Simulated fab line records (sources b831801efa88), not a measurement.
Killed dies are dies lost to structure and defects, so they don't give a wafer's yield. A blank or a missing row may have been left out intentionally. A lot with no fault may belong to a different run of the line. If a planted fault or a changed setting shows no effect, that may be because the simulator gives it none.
Which tool is to blame? | flow gf180mcu | 39 wafers from 13 lots sampled at 2 of the route's 602 steps

== WHAT THE GAUGES READ, wafer by wafer ==
GF_HV_LDD_CD_MEAS_31: the cd target is 400 nm.
lot  | measured     | on       | cdNm (nm)
L355 | day 11 15:20 | cdSem-02 | 401.0 400.7 402.1
L357 | day 12 05:19 | cdSem-01 | 401.2 402.5 404.5
L358 | day 12 14:17 | cdSem-01 | 403.5 402.7 402.7
L359 | day 13 04:14 | cdSem-02 | 402.8 399.7 401.3
L361 | day 13 19:55 | cdSem-02 | 397.2 396.5 398.1
L365 | day 14 19:04 | cdSem-01 | 399.6 400.5 399.1
L364 | day 14 19:26 | cdSem-02 | 401.9 403.4 403.4
L368 | day 16 02:16 | cdSem-01 | 401.5 400.8 399.4
L371 | day 16 17:40 | cdSem-01 | 400.8 402.5 401.8
L372 | day 17 01:50 | cdSem-01 | 399.7 399.3 402.4
L374 | day 17 21:57 | cdSem-01 | 398.3 398.1 397.4
L375 | day 18 03:58 | cdSem-01 | 397.5 397.7 397.8
L376 | day 18 08:59 | cdSem-01 | 403.5 401.2 402.3

== EACH LOT AND THE TOOL THAT RAN IT (in order: tool; ch and the chambers of the sampled wafers; start) ==
lot  | GF_POLY_GATE_STRIP_14
L355 | plasmaAsher-02 ch 0,1, day 9 04:19
L357 | plasmaAsher-01 ch 1, day 9 20:56
L358 | plasmaAsher-02 ch 0,1, day 10 04:28
L359 | plasmaAsher-01 ch 0,1, day 10 16:14
L361 | plasmaAsher-04 ch 1, day 11 01:20
L365 | plasmaAsher-02 ch 0,1, day 12 04:28
L364 | plasmaAsher-04 ch 0,1, day 12 04:32
L368 | plasmaAsher-02 ch 0,1, day 13 09:02
L371 | plasmaAsher-01 ch 0,1, day 13 20:14
L372 | plasmaAsher-04 ch 0,1, day 14 06:20
L374 | plasmaAsher-01 ch 0,1, day 15 00:40
L375 | plasmaAsher-04 ch 0,1, day 15 05:08
L376 | plasmaAsher-02 ch 0,1, day 15 09:50
- GF_POLY_GATE_STRIP_14: strips in O2/N2.

== WHAT THE TOOLS THEMSELVES READ (means of the sampled wafers that have a number; where no wafer has one, the mark that the record gives instead) ==
GF_POLY_GATE_STRIP_14.
lot  | tool           | drypumpMotorCurrentA (A) | heaterPowerW (W) | oesProductAu (a.u.)
L355 | plasmaAsher-02 | 5.8                      | 335              | 0.509
L357 | plasmaAsher-01 | 5.4                      | 294              | 0.505
L358 | plasmaAsher-02 | 5.8                      | 332              | 0.500
L359 | plasmaAsher-01 | 5.6                      | 329              | 0.504
L361 | plasmaAsher-04 | 6.0                      | 373              | 0.502
L365 | plasmaAsher-02 | 5.3                      | 317              | 0.504
L364 | plasmaAsher-04 | 6.0                      | 349              | 0.504
L368 | plasmaAsher-02 | 5.3                      | 312              | 0.499
L371 | plasmaAsher-01 | 5.5                      | 311              | 0.500
L372 | plasmaAsher-04 | 6.0                      | 341              | 0.506
L374 | plasmaAsher-01 | 5.5                      | 314              | 0.507
L375 | plasmaAsher-04 | 6.0                      | 342              | 0.506
L376 | plasmaAsher-02 | 5.8                      | 334              | 0.504

== THE ANSWER, worked out from the rows above alone ==
Rule: the usual values come from the lots themselves. The widest of any qualifying gaps counts: lots, ordered by their means at a reading, are off when they make up no more than a third of the lots, leave a main group of 4 or more, and stand apart from it by 3 or more times the standard deviation of that group's means. The tables above print the reading to a certain number of digits; a main group whose means all agree to those digits is not used. A lot without any number at a reading at which 4 lots or more have one is off too. All remaining lots with rows at the step are treated as sound. The gauges are gone through in route order, then the tools' own readings, and for those a lot's mean is taken as printed above. At the first step where some lot is off, the reading lying furthest off is the one used; lots without a number count as furthest.
Nothing can be told from this: no lot is off at any reading shown.

== WHAT THE SIMULATOR PUT IN ==
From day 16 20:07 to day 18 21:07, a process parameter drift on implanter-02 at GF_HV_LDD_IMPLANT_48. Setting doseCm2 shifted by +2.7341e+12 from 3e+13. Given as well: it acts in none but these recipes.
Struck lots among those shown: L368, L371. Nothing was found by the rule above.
